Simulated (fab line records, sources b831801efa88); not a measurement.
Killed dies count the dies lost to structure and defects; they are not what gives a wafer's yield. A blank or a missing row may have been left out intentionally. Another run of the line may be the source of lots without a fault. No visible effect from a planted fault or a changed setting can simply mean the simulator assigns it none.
Which tool was responsible? + flow gf180mcu + 15 lots, 45 wafers sampled, at 4 steps of a route of 602

## WHAT EACH GAUGE READ, for each wafer
GF_STI_THK_MEAS_04.
| lot  | measured    | on            | STI_CVD_03_THK (nm) |
|------|-------------|---------------|---------------------|
| L884 | day 1 13:39 | film metro-02 | 208.3 206.5 205.8   |
| L885 | day 1 19:04 | film metro-02 | 203.6 202.8 205.4   |
| L886 | day 1 23:34 | film metro-03 | 208.6 207.3 206.4   |
| L887 | day 2 04:34 | film metro-01 | 205.9 205.3 206.9   |
| L888 | day 2 09:34 | film metro-03 | 203.7 204.5 202.8   |
| L889 | day 2 14:42 | film metro-02 | 207.1 206.9 205.8   |
| L890 | day 2 19:34 | film metro-01 | 205.0 204.9 203.9   |
| L891 | day 3 04:34 | film metro-02 | 206.9 205.4 205.0   |
| L892 | day 3 05:58 | film metro-01 | 206.3 208.4 207.5   |
| L894 | day 3 15:34 | film metro-03 | 205.4 205.0 205.5   |
| L896 | day 4 02:12 | film metro-02 | 206.6 208.7 208.8   |
| L897 | day 4 07:31 | film metro-01 | 208.0 205.5 206.5   |
| L899 | day 4 20:38 | film metro-03 | 207.1 207.6 208.6   |
| L898 | day 4 20:39 | film metro-02 | 203.6 202.0 202.6   |
| L904 | day 5 17:37 | film metro-03 | 207.1 209.2 207.7   |

GF_LVPWELL_OVL_MEAS_07.
| lot  | measured    | on         | LVPWELL_OVL (nm) |
|------|-------------|------------|------------------|
| L884 | day 3 19:47 | overlay-01 | 1.8 0.9 0.8      |
| L885 | day 4 01:50 | overlay-01 | 0.3 -0.2 -0.4    |
| L886 | day 4 06:47 | overlay-02 | 1.3 0.0 2.5      |
| L887 | day 4 12:25 | overlay-01 | -0.2 1.2 0.0     |
| L888 | day 4 19:08 | overlay-02 | 3.1 0.9 3.1      |
| L889 | day 4 23:50 | overlay-01 | 0.6 1.9 -0.2     |
| L890 | day 5 03:58 | overlay-02 | -0.2 -0.1 1.3    |
| L891 | day 5 16:50 | overlay-02 | -0.9 0.3 0.0     |
| L892 | day 5 15:31 | overlay-01 | 3.3 2.8 3.3      |
| L894 | day 6 16:05 | overlay-01 | -1.3 0.0 -0.1    |
| L896 | day 7 02:50 | overlay-02 | -0.7 -0.6 -0.2   |
| L897 | day 7 02:29 | overlay-01 | -0.5 0.3 0.4     |
| L899 | day 7 16:44 | overlay-01 | 0.6 -1.0 1.5     |
| L898 | day 7 17:25 | overlay-01 | -1.0 0.8 -0.2    |
| L904 | day 8 12:11 | overlay-02 | 0.2 0.5 0.8      |

## TOOL THAT RAN EACH LOT (tool first, then ch and the chambers of the sampled wafers, then the start)
| lot  | GF_STI_ETCH_14                  | GF_STI_STRIP_15                     |
|------|---------------------------------|-------------------------------------|
| L884 | rie si-01 ch 0,3, day 2 00:59   | plasma asher-04 ch 0,1, day 2 01:04 |
| L885 | rie si-01 ch 0,2, day 2 06:44   | plasma asher-02 ch 0,1, day 2 06:49 |
| L886 | rie si-01 ch 0,2, day 2 11:19   | plasma asher-02 ch 0,1, day 2 11:24 |
| L887 | rie si-02 ch 0,1,2, day 2 17:14 | plasma asher-02 ch 0,1, day 2 17:19 |
| L888 | rie si-02 ch 1,2, day 2 21:23   | plasma asher-02 ch 0,1, day 2 21:27 |
| L889 | rie si-02 ch 0,2,3, day 3 02:44 | plasma asher-02 ch 0,1, day 3 02:50 |
| L890 | rie si-02 ch 0,1,2, day 3 08:08 | plasma asher-03 ch 0,1, day 3 08:13 |
| L891 | rie si-02 ch 1,2,3, day 3 17:22 | plasma asher-04 ch 0,1, day 3 17:27 |
| L892 | rie si-01 ch 0,2,3, day 3 18:59 | plasma asher-04 ch 0,1, day 3 19:03 |
| L894 | rie si-02 ch 1,2,3, day 4 04:47 | plasma asher-02 ch 0,1, day 4 04:51 |
| L896 | rie si-02 ch 0,2,3, day 4 15:02 | plasma asher-04 ch 0,1, day 4 15:06 |
| L897 | rie si-02 ch 1,2, day 4 21:11   | plasma asher-02 ch 0,1, day 4 21:15 |
| L899 | rie si-02 ch 0,2, day 5 09:56   | plasma asher-03 ch 0,1, day 5 10:00 |
| L898 | rie si-01 ch 0,2,3, day 5 09:38 | plasma asher-04 ch 0,1, day 5 09:45 |
| L904 | rie si-01 ch 1,3, day 6 08:16   | plasma asher-04 ch 0,1, day 6 08:20 |
- GF_STI_ETCH_14: etches Si in HBr/Cl2/O2, target depth 360 nm, time 102.9 s.
- GF_STI_STRIP_15: strips in O2/N2.

## AS READ BY THE TOOLS THEMSELVES (means over the sampled wafers that have a number; for cases with no such wafer, the mark the record gives instead)
GF_STI_ETCH_14.
| lot  | tool      | drypump motor current A (A) | oes product au (a.u.) | run length s (s) | throttle valve pct (%) |
|------|-----------|-----------------------------|-----------------------|------------------|------------------------|
| L884 | rie si-01 | 6.3                         | 1.003                 | 130.4            | 25.659                 |
| L885 | rie si-01 | 5.7                         | 0.999                 | 130.3            | 25.659                 |
| L886 | rie si-01 | 6.1                         | 1.007                 | 130.5            | 25.661                 |
| L887 | rie si-02 | 5.4                         | 1.008                 | 131.0            | 25.658                 |
| L888 | rie si-02 | 5.7                         | 0.995                 | 131.6            | 25.649                 |
| L889 | rie si-02 | 5.3                         | 1.002                 | 131.2            | 25.653                 |
| L890 | rie si-02 | 5.4                         | 1.004                 | 131.3            | 25.646                 |
| L891 | rie si-02 | 5.4                         | 1.000                 | 131.5            | 25.647                 |
| L892 | rie si-01 | 5.8                         | 1.006                 | 130.5            | 25.659                 |
| L894 | rie si-02 | 5.4                         | 0.995                 | 131.4            | 25.660                 |
| L896 | rie si-02 | 5.4                         | 1.006                 | 99.2             | 25.643                 |
| L897 | rie si-02 | 5.5                         | 0.996                 | 99.1             | 25.655                 |
| L899 | rie si-02 | 5.4                         | 1.000                 | 99.0             | 25.665                 |
| L898 | rie si-01 | 5.8                         | 1.007                 | 130.3            | 25.651                 |
| L904 | rie si-01 | 5.7                         | 1.006                 | 131.4            | 25.656                 |

GF_STI_STRIP_15.
| lot  | tool            | drypump motor current A (A) | heater power w (W) | oes product au (a.u.) | strip time to endpoint s (s) |
|------|-----------------|-----------------------------|--------------------|-----------------------|------------------------------|
| L884 | plasma asher-04 | 5.6                         | 324                | 0.379                 | 3.70                         |
| L885 | plasma asher-02 | 5.6                         | 340                | 0.379                 | 3.70                         |
| L886 | plasma asher-02 | 5.6                         | 338                | 0.381                 | 3.68                         |
| L887 | plasma asher-02 | 5.6                         | 338                | 0.386                 | 3.71                         |
| L888 | plasma asher-02 | 5.6                         | 347                | 0.382                 | 3.69                         |
| L889 | plasma asher-02 | 5.7                         | 346                | 0.383                 | 3.72                         |
| L890 | plasma asher-03 | 5.9                         | 298                | 0.384                 | 3.71                         |
| L891 | plasma asher-04 | 5.4                         | 324                | 0.384                 | 3.69                         |
| L892 | plasma asher-04 | 5.4                         | 327                | 0.376                 | 3.70                         |
| L894 | plasma asher-02 | 5.6                         | 339                | 0.385                 | 3.73                         |
| L896 | plasma asher-04 | 5.6                         | 325                | 0.399                 | 4.09                         |
| L897 | plasma asher-02 | 5.6                         | 340                | 0.401                 | 4.17                         |
| L899 | plasma asher-03 | 6.2                         | 302                | 0.397                 | 4.10                         |
| L898 | plasma asher-04 | 5.5                         | 325                | 0.383                 | 3.67                         |
| L904 | plasma asher-04 | 5.4                         | 325                | 0.386                 | 3.68                         |

## THE ANSWER, worked out from the rows above alone
Rule: the lots themselves supply what counts as usual. The widest of any qualifying gaps counts: lots, ordered by their means at a reading, are off when they make up no more than a third of the lots, leave a main group of 4 or more, and stand apart from it by 3 or more times the standard deviation of that group's means. A main group whose means are all the same, to the digits that the tables above print for the reading, isn't used. Also off: a lot with no number at a reading for which 4 or more lots have one. Where the step has rows for the other lots, those lots are counted as sound. First the gauges in route order, then the tools' own readings, where a lot's mean is used as printed above. At the first step where some lot is off, the reading lying furthest off is the one used; lots without a number count as furthest.
Off: L896, L897, L899 (GF_STI_ETCH_14, run length s). Main group: mean 130.9 s, sd 0.49.
A tool fits if, at that step or a process step before it, it ran every lot that is off, and no sound lot after the first of them. One candidate fits, namely rie si-02 at GF_STI_ETCH_14. Its last sound lot is L894 (day 4 04:47), its first lot that is off L896 (day 4 15:02): a fault that began between those two fits.
On the lots that are off, the tool's own readings at GF_STI_ETCH_14 differ by more than 5 times the standard deviation of the sound lots' means, which bears it out; run length s reads 99.1 s there versus 130.9 s on the sound lots.

## WHAT HAD BEEN PUT IN BY THE SIMULATOR
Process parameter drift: rie si-02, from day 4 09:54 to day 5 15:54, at GF_STI_ETCH_14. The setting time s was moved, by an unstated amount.
Struck lots among those shown: L896, L897, L899. The same result came from the rule above.
